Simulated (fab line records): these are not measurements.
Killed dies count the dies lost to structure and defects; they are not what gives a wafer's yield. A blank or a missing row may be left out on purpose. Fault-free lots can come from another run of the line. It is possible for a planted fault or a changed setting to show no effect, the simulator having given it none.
A lot that was struck, set against a sound lot	flow sky130	27 out of 708 route steps
Sound: these wafers, L419.1, L419.2, L419.6. Struck: wafers L424.2, L424.3, L424.4. The cause is named last.
For every step that has rows: the tool of each side, followed by ch and its chambers, followed by its first start. Under that, the readings that differ: sound wafers	struck wafers	difference of the means	sigmas: that difference in standard deviations of wafers without a fault.
alike: readings with means less than 2 such deviations apart, plus words and numbers identical on both sides. not compared: withheld readings, readings lacking a value on some wafer, bounds such as >300 that could conceal the same value, and numbers that have no deviation in the record and whose values overlap.
The two part at a step that has a row with sigmas, a row that says differs or no value, or rows on one side only. Numbers that don't overlap but have no deviation are shown without sigmas and don't part them. A reading missing from all wafers of one side parts the sides only when that side holds two or more wafers.

first, 1 step without rows for these wafers: SKY_DNWELL_IMPLANT_07.
SKY_DNWELL_STRIP_08: strips in O2/N2.
  sound on plasma_asher-03 ch 0,1, day 6 00:19; struck on plasma_asher-01 ch 0,1, day 6 18:01
  alike: chamber_pressure_mTorr, drypump_motor_current_A, oes_product_au, strip_time_to_endpoint_s
  not compared: rf_hours_counter_h
SKY_DNWELL_TW_MEAS_09:
  sound: film_metro-04 at day 6 00:25; struck: film_metro-03 at day 6 18:07
reading	sound	struck	difference	sigmas
DNWELL_TW	1122 1125 1121	1098 1105 1095	-23	-2
then, 7 steps without rows for these wafers: SKY_PWDE_DEHYDRATE_00 (time 60 s); SKY_PWDE_HMDS_01 (prime time 60 s); SKY_PWDE_COAT_02 (resist thk 3000 nm); SKY_PWDE_SOFTBAKE_03; SKY_PWDE_EXPOSE_04 (exposes mask PWDEM, target cd 840 nm); SKY_PWDE_PEB_05; SKY_PWDE_DEVELOP_06 (develop time 60 s).
SKY_PWDE_OVL_MEAS_07:
  sound: overlay-01 at day 6 18:21; struck: overlay-02 at day 7 12:43
  alike: PWDE_OVL
following that, these wafers have no rows for 1 step: SKY_PWDE_IMPLANT_08.
SKY_PWDE_STRIP_09: strips in O2/N2.
  sound on plasma_asher-01 ch 0,1, day 6 18:32; struck on plasma_asher-01 ch 0,1, day 7 12:54
  no value came back on the struck wafers for chamber_pressure_mTorr (mTorr), drypump_motor_current_A (A), oes_product_au (a.u.), strip_time_to_endpoint_s (s); on the sound wafers chamber_pressure_mTorr (mTorr) reads 1499.8 1498.8 1496.9
reading	sound	struck	difference	sigmas
model.coat_of_PWDE_COAT_02.thk_nm (nm)	0 0 0	2994 2993 2994	+2994	
  not compared: rf_hours_counter_h
SKY_PWDE_TW_MEAS_10:
  sound: film_metro-04 at day 6 18:38; struck: film_metro-03 at day 7 13:01
  alike: PWDE_TW
then, 7 steps without rows for these wafers: SKY_NWELL_DEHYDRATE_03 (time 60 s); SKY_NWELL_HMDS_04 (prime time 60 s); SKY_NWELL_COAT_05 (resist thk 3000 nm); SKY_NWELL_SOFTBAKE_06; SKY_NWELL_EXPOSE_07 (exposes mask NWM, target cd 840 nm); SKY_NWELL_PEB_08; SKY_NWELL_DEVELOP_09 (develop time 60 s).
SKY_NWELL_OVL_MEAS_10:
  sound: overlay-02 at day 7 13:09; struck: overlay-01 at day 8 09:11
reading	sound	struck	difference	sigmas
NWELL_00_OVL (nm)	-2.1 -3.0 -4.4	1.3 0.3 -0.5	+3.5	+2
then, 3 steps without rows for these wafers: SKY_NWELL_IMPLANT_11; SKY_NWELL_IMPLANT_12; SKY_NWELL_IMPLANT_13.
SKY_NWELL_STRIP_14: strips in O2/N2.
  sound on plasma_asher-04 ch 0,1, day 7 13:40; struck on plasma_asher-03 ch 0,1, day 8 09:40
reading	sound	struck	difference	sigmas
oes_product_au (a.u.)	0.730 0.722 0.728	0.737 0.736 0.737	+0.010	+2
strip_time_to_endpoint_s (s)	36.74 36.82 37.03	81.13 81.18 81.12	+44.28	+99 or more
  alike: chamber_pressure_mTorr, drypump_motor_current_A
  not compared: rf_hours_counter_h
SKY_NWELL_TW_MEAS_15:
  sound: film_metro-04 at day 7 13:46; struck: film_metro-03 at day 8 10:02
reading	sound	struck	difference	sigmas
NWELL_TW	1844 1851 1850	30 30 30	-1818	-99 or more
  not compared: hold

== WHERE THEY PART ==
Last at SKY_NWELL_TW_MEAS_15 as far as this record goes, first at SKY_DNWELL_TW_MEAS_09.

WHY: whatever the simulator had introduced
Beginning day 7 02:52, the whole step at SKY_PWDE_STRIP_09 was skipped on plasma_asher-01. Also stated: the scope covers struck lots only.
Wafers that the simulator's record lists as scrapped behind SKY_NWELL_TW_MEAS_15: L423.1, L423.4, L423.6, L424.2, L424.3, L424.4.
